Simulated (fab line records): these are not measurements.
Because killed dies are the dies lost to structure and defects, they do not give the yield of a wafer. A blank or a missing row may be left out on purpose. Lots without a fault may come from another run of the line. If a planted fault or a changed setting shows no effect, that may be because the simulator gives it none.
A single fault, viewed from 2 desks    flow sky130    numbers are kept per desk, each desk with only its own; the story behind them comes last

## THE METROLOGY DESK
What the gauges read for every lot (on any tool): the sampled wafers with a number, averaged. Any lot whose mean is over 4 standard deviations away from the usual mean is out of limits and marked OUT; that distance is given in the brackets.
Columns: A = VIA4_OVL at SKY_VIA4_OVL_MEAS_11, usual 1.1 nm; B = VIA4_W_RS at SKY_VIA4_RS_MEAS_19, usual 0.2255 ohm/sq
lot   first seen here  A     B
L225  day 43 04:15     -0.3  0.2256
L226  day 43 08:57     2.8   0.2276
L227  day 43 12:34     1.1   0.2251
L229  day 44 03:13     0.3   0.2241
L230  day 44 10:27     1.1   0.2225
L231  day 44 20:06     1.2   0.2260
L232  day 45 03:25     2.1   0.2248
L233  day 45 04:42     4.0   0.2240
L235  day 45 23:48     3.1   0.2250
L242  day 47 13:58     -0.3  0.2234
L243  day 47 18:15     0.7   0.2248
L246  day 48 07:10     -0.2  0.2266
L248  day 48 20:58     1.0   0.2268
Result from this desk: across the 13 lots, nothing is out of limits.

## DESK OF THE TOOL OWNER: litho-track-04
The tool's own readings at SKY_VIA4_DEVELOP_10 (develop time 60 s): means of the sampled wafers that have a number, for each lot that ran on this tool. Any lot whose mean is over 4 standard deviations away from the usual mean is out of limits and marked OUT; that distance is given in the brackets.
Columns: A = chill-plate-temp-C at SKY_VIA4_DEVELOP_10, usual 22.99 C; B = developer-temp-C at SKY_VIA4_DEVELOP_10, usual 23.00 C
lot   first seen here  A      B
L225  day 43 04:06     23.07  23.05
L227  day 43 12:28     22.93  23.05
L233  day 45 04:33     22.90  22.94
L235  day 45 23:40     23.02  23.06
L242  day 47 13:51     22.80  25.27 (+21) OUT
L243  day 47 18:06     23.02  25.19 (+20) OUT
This desk's finding: out of limits on L242, L243; first on L242, day 47 13:51 (developer-temp-C at SKY_VIA4_DEVELOP_10). L225, L227, L233, L235 stayed within limits.

## TAKEN TOGETHER
An alarm could have come from the tool owner's desk at day 47 13:51, on L242, L243.
Metrology desk: nothing out of limits seen.
The metrology desk has L242, L243 on record, within its limits.
Of the lots named, all ran SKY_VIA4_DEVELOP_10 on litho-track-04.

## WHAT THE SIMULATOR PUT IN
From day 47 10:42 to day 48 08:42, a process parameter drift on litho-track-04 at SKY_VIA4_DEVELOP_10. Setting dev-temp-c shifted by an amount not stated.
Shown lots that were struck: L242, L243.
Time in hours from fault onset to the first out-of-limits reading at each desk: the tool owner's desk, 3.
